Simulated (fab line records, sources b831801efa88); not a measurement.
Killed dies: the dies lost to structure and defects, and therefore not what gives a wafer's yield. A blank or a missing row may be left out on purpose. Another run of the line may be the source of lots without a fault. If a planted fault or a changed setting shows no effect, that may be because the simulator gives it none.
Which of the tools did it? + flow sfq-line + route of 325 steps, sampled at 1 step: 15 lots, 45 wafers

== WHAT THE GAUGES READ, wafer by wafer ==
SFQ_M4_OVL_MEAS_926. Usual: for M4_OVL the level is -1 nm and the standard deviation is 6.2.
| lot  | measured     | on         | M4_OVL (nm) | flag |
|------|--------------|------------|-------------|------|
| L370 | day 36 14:22 | overlay-02 | 6 8 9       |      |
| L372 | day 36 20:58 | overlay-02 | 0 -3 1      |      |
| L373 | day 37 11:11 | overlay-02 | -9 -7 -4    |      |
| L374 | day 37 21:59 | overlay-01 | 3 16 11     |      |
| L375 | day 38 22:33 | overlay-01 | 1 6 -3      |      |
| L376 | day 39 06:56 | overlay-02 | 3 4 8       |      |
| L377 | day 39 09:20 | overlay-02 | -1 0 -1     |      |
| L378 | day 44 02:15 | overlay-01 | -1 7 -2     |      |
| L386 | day 49 18:32 | overlay-01 | 2 3 0       |      |
| L387 | day 49 19:44 | overlay-01 | -8 3 5      |      |
| L388 | day 49 20:56 | overlay-01 | -6 -6 -9    |      |
| L389 | day 49 22:08 | overlay-01 | -3 -4 -7    |      |
| L390 | day 50 00:32 | overlay-01 | -14 -12 -3  |      |
| L391 | day 50 06:32 | overlay-01 | 1 -1 -6     |      |
| L392 | day 54 21:06 | overlay-01 | -2 -1 -1    |      |

== WHAT TOOL EACH LOT RAN ON (gives the tool, then ch and the chambers of the sampled wafers, and finally the start) ==
There is no process step in the record ahead of these readings.

== WHAT THE TOOLS THEMSELVES READ (means of the sampled wafers that have a number; where no wafer has one, the mark that the record gives instead) ==
The record holds no such reading with a usual standard deviation.

== THE ANSWER, worked out from the rows above alone ==
Rule: lot off if the mean of its wafers having a number is beyond 3 standard deviations from the usual mean. A lot without any number at a reading at which 4 lots or more have one is off too. Where the step has rows for the other lots, those lots are counted as sound. The gauges are gone through in route order, then the tools' own readings, and for those a lot's mean is taken as printed above. At the first step where some lot is off, the reading lying furthest off is the one used; lots without a number count as furthest.
None of the lots is off at any reading shown; this tells nothing.

== WHAT WAS PUT IN BY THE SIMULATOR ==
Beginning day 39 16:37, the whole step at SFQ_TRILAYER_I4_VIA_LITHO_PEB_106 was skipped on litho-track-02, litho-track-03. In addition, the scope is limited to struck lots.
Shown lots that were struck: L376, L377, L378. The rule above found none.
